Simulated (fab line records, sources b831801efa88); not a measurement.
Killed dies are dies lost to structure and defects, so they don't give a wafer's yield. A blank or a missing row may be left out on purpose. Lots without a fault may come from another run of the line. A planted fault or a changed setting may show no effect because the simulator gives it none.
Which tool did it? | flow sky130 | 14 lots, 42 wafers sampled, at 2 steps of a route of 708

WHAT THE GAUGES READ, wafer by wafer
SKY_VIA3_BOW_MEAS_03.
lot  | measured     | on            | VIA3_BOW (um)
L729 | day 38 15:00 | film_metro-04 | 85 95 96
L730 | day 38 21:40 | film_metro-01 | 96 104 82
L731 | day 40 00:20 | film_metro-01 | 90 82 67
L734 | day 40 09:06 | film_metro-04 | 89 76 98
L735 | day 40 15:37 | film_metro-04 | 70 75 73
L741 | day 42 16:51 | film_metro-02 | 80 80 81
L742 | day 42 21:31 | film_metro-02 | 74 85 84
L743 | day 43 09:38 | film_metro-02 | 69 79 85
L744 | day 43 13:34 | film_metro-01 | 87 85 96
L745 | day 43 20:19 | film_metro-01 | 89 82 88
L746 | day 44 01:16 | film_metro-01 | 78 82 84
L748 | day 44 11:53 | film_metro-01 | 76 64 73
L749 | day 44 14:51 | film_metro-01 | 74 86 87
L751 | day 44 23:10 | film_metro-02 | 79 83 76

WHICH TOOL RAN EACH LOT (tool, then ch and the chambers of the sampled wafers, then the start)
lot  | SKY_VIA3_CMP_02
L729 | cmp-01 ch 0,1,3, day 38 14:48
L730 | cmp-01 ch 2,3, day 38 21:22
L731 | cmp-01 ch 2,3, day 40 00:01
L734 | cmp-02 ch 0,2,3, day 40 08:51
L735 | cmp-01 ch 1,2,3, day 40 15:22
L741 | cmp-02 ch 0,1,3, day 42 16:35
L742 | cmp-02 ch 0,2,3, day 42 21:19
L743 | cmp-02 ch 2,3, day 43 09:17
L744 | cmp-02 ch 2,3, day 43 13:14
L745 | cmp-01 ch 2,3, day 43 19:58
L746 | cmp-01 ch 0,1,3, day 44 00:59
L748 | cmp-01 ch 0,2,3, day 44 11:33
L749 | cmp-02 ch 1,2,3, day 44 14:36
L751 | cmp-01 ch 0,2,3, day 44 22:52
- SKY_VIA3_CMP_02: polishes SiO2.

WHAT THE TOOLS THEMSELVES READ (means of the sampled wafers that have a number; where no wafer has one, the mark that the record gives instead)
SKY_VIA3_CMP_02.
lot  | tool   | motor_current_A (A)
L729 | cmp-01 | 11.7
L730 | cmp-01 | 10.9
L731 | cmp-01 | 11.2
L734 | cmp-02 | 12.2
L735 | cmp-01 | 10.5
L741 | cmp-02 | 12.3
L742 | cmp-02 | 12.6
L743 | cmp-02 | 13.1
L744 | cmp-02 | 12.8
L745 | cmp-01 | 11.1
L746 | cmp-01 | 11.6
L748 | cmp-01 | 11.1
L749 | cmp-02 | 12.9
L751 | cmp-01 | 11.4

THE ANSWER, worked out from the rows above alone
Rule: what is usual is taken from the lots themselves. Put in order of their means at a reading, lots are off if they are a third of the lots or fewer, leave a main group of 4 or more, and stand apart from it by a gap of 3 or more times the standard deviation of the main group's means; of several such gaps the widest counts. A main group whose means are all the same, to the digits that the tables above print for the reading, isn't used. A lot without any number at a reading at which 4 lots or more have one is off too. The other lots that the step has rows for count as sound. The gauges are gone through in route order, then the tools' own readings, and for those a lot's mean is taken as printed above. The first step at which some lot is off is used, and at that step the reading that is off furthest; a lot without a number counts as furthest.
No lot is off at any reading shown: from this, nothing can be told.

WHAT THE SIMULATOR HAD PUT IN
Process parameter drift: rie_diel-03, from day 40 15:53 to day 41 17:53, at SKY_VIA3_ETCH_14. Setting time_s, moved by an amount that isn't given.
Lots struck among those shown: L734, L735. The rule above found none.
